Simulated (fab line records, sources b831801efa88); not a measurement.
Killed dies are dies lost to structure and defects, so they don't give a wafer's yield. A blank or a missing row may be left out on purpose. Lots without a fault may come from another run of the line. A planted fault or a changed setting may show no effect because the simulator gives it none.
Which tool did it? | flow sky130 | 14 lots, 42 wafers sampled, at 5 steps of a route of 708

WHAT THE GAUGES READ, wafer by wafer
SKY_LDD_N_OVL_MEAS_07. Usual: LDD_N_OVL 0.0 nm, standard deviation 1.4.
lot  | measured     | on         | LDD_N_OVL (nm) | flag
L158 | day 18 13:31 | overlay-02 | 0.9 0.9 -0.3   |
L159 | day 18 19:46 | overlay-02 | 1.1 0.9 0.8    |
L160 | day 18 23:43 | overlay-01 | -0.2 -1.2 -1.6 |
L162 | day 20 00:01 | overlay-01 | -1.9 -1.7 -2.5 |
L161 | day 20 03:15 | overlay-01 | 0.3 1.7 0.6    |
L168 | day 22 09:55 | overlay-02 | -0.5 -1.0 -1.2 |
L170 | day 22 20:46 | overlay-02 | -1.1 -0.4 0.0  |
L169 | day 22 22:18 | overlay-02 | -1.6 -0.4 -0.3 |
L172 | day 23 14:50 | overlay-02 | 1.0 2.2 2.0    |
L174 | day 24 14:31 | overlay-01 | -0.5 -1.4 -2.0 |
L175 | day 24 19:38 | overlay-01 | 0.4 1.2 1.6    |
L176 | day 25 00:52 | overlay-01 | 0.0 -0.3 -2.6  |
L178 | day 25 12:00 | overlay-01 | -0.1 -0.4 1.9  |
L179 | day 26 03:03 | overlay-02 | 2.0 2.7 3.8    |

SKY_LDD_LDN_TW_MEAS_13. Usual: LDD_LDN_TW 1486, standard deviation 19.
lot  | measured     | on            | LDD_LDN_TW     | flag
L158 | day 23 19:13 | film_metro-02 | 1465 1469 1467 |
L159 | day 23 23:50 | film_metro-01 | 1502 1492 1499 |
L160 | day 24 04:33 | film_metro-02 | 1460 1468 1463 |
L162 | day 25 04:16 | film_metro-02 | 1464 1465 1457 |
L161 | day 25 06:52 | film_metro-01 | 1606 1604 1605 | OFF
L168 | day 27 11:28 | film_metro-02 | 1568 1559 1564 | OFF
L170 | day 28 00:57 | film_metro-01 | 1613 1610 1604 | OFF
L169 | day 27 22:00 | film_metro-01 | 1496 1493 1505 |
L172 | day 28 14:58 | film_metro-02 | 1466 1462 1466 |
L174 | day 29 12:31 | film_metro-01 | 1497 1508 1500 |
L175 | day 29 19:02 | film_metro-01 | 1512 1504 1504 |
L176 | day 29 21:42 | film_metro-03 | 1506 1504 1498 |
L178 | day 30 07:36 | film_metro-02 | 1449 1453 1450 |
L179 | day 30 22:56 | film_metro-02 | 1448 1455 1470 |

SKY_SPACER_THK_MEAS_01. Usual: SPACER_CVD_00_THK 43.2 nm, standard deviation 0.37.
lot  | measured     | on            | SPACER_CVD_00_THK (nm) | flag
L158 | day 23 21:55 | film_metro-03 | 42.9 43.1 42.9         |
L159 | day 24 01:09 | film_metro-04 | 43.2 43.5 43.2         |
L160 | day 24 05:52 | film_metro-04 | 43.1 42.5 42.8         |
L162 | day 25 05:35 | film_metro-04 | 43.4 43.2 42.9         |
L161 | day 25 08:11 | film_metro-03 | 42.8 42.7 42.7         |
L168 | day 27 13:37 | film_metro-03 | 43.2 43.0 43.0         |
L170 | day 28 02:17 | film_metro-04 | 43.4 44.0 43.5         |
L169 | day 27 23:19 | film_metro-04 | 42.9 42.9 42.6         |
L172 | day 28 16:17 | film_metro-03 | 43.0 42.8 42.7         |
L174 | day 29 13:50 | film_metro-04 | 43.8 43.9 44.1         |
L175 | day 29 20:56 | film_metro-03 | 43.7 43.4 43.3         |
L176 | day 29 23:28 | film_metro-02 | 42.9 43.0 42.9         |
L178 | day 30 10:34 | film_metro-02 | 44.0 43.2 43.6         |
L179 | day 31 00:16 | film_metro-03 | 43.2 43.6 43.6         |

SKY_POLY_CUT_CD_MEAS_08: target cd 270 nm. Usual: cd_nm 270.0 nm, standard deviation 1.5.
lot  | measured     | on        | cd_nm (nm)        | flag
L158 | day 25 04:24 | cd_sem-01 | 269.8 270.5 270.8 |
L159 | day 25 06:45 | cd_sem-01 | 268.8 269.2 269.8 |
L160 | day 25 11:06 | cd_sem-01 | 268.4 269.5 271.0 |
L162 | day 26 10:09 | cd_sem-02 | 269.3 268.4 267.7 |
L161 | day 26 12:37 | cd_sem-02 | 273.4 272.1 273.2 |
L168 | day 28 18:56 | cd_sem-01 | 269.8 269.7 270.7 |
L170 | day 29 05:51 | cd_sem-01 | 269.2 268.9 268.1 |
L169 | day 29 02:53 | cd_sem-02 | 270.7 269.9 271.8 |
L172 | day 29 20:41 | cd_sem-01 | 268.1 270.4 270.3 |
L174 | day 30 17:26 | cd_sem-01 | 271.2 272.7 272.3 |
L175 | day 31 01:53 | cd_sem-01 | 272.5 272.9 273.4 |
L176 | day 31 03:38 | cd_sem-02 | 267.3 269.0 269.8 |
L178 | day 31 14:12 | cd_sem-02 | 270.8 270.3 269.4 |
L179 | day 32 03:45 | cd_sem-01 | 270.9 270.4 271.7 |

WHICH TOOL RAN EACH LOT (tool, then ch and the chambers of the sampled wafers, then the start)
lot  | SKY_LDD_LDN_IMPLANT_10
L158 | implanter-04 ch 0, day 23 18:50
L159 | implanter-03 ch 0, day 23 23:26
L160 | implanter-03 ch 0, day 24 04:09
L162 | implanter-03 ch 0, day 25 03:53
L161 | implanter-02 ch 0, day 25 06:09
L168 | implanter-02 ch 0, day 27 10:47
L170 | implanter-03 ch 0, day 28 00:14
L169 | implanter-03 ch 0, day 27 21:36
L172 | implanter-03 ch 0, day 28 14:37
L174 | implanter-02 ch 0, day 29 12:08
L175 | implanter-04 ch 0, day 29 18:41
L176 | implanter-04 ch 0, day 29 21:19
L178 | implanter-02 ch 0, day 30 07:12
L179 | implanter-03 ch 0, day 30 22:32
- SKY_LDD_LDN_IMPLANT_10

WHAT THE TOOLS THEMSELVES READ (means of the sampled wafers that have a number; where no wafer has one, the mark that the record gives instead)
The record holds no such reading with a usual standard deviation.

THE ANSWER, worked out from the rows above alone
Rule: a lot is off if the mean of its wafers that have a number lies more than 3 standard deviations from the usual mean. A lot without any number at a reading at which 4 lots or more have one is off too. The other lots that the step has rows for count as sound. The gauges are gone through in route order, then the tools' own readings, and for those a lot's mean is taken as printed above. The first step at which some lot is off is used, and at that step the reading that is off furthest; a lot without a number counts as furthest.
Off: L161, L168, L170, at SKY_LDD_LDN_TW_MEAS_13 (LDD_LDN_TW).
A tool fits if, at a process step before that reading, it ran every lot that is off, and no sound lot after the first of them. The gauges at SKY_LDD_LDN_TW_MEAS_13 are tried like those tools. None of those tried fits.

WHAT THE SIMULATOR HAD PUT IN
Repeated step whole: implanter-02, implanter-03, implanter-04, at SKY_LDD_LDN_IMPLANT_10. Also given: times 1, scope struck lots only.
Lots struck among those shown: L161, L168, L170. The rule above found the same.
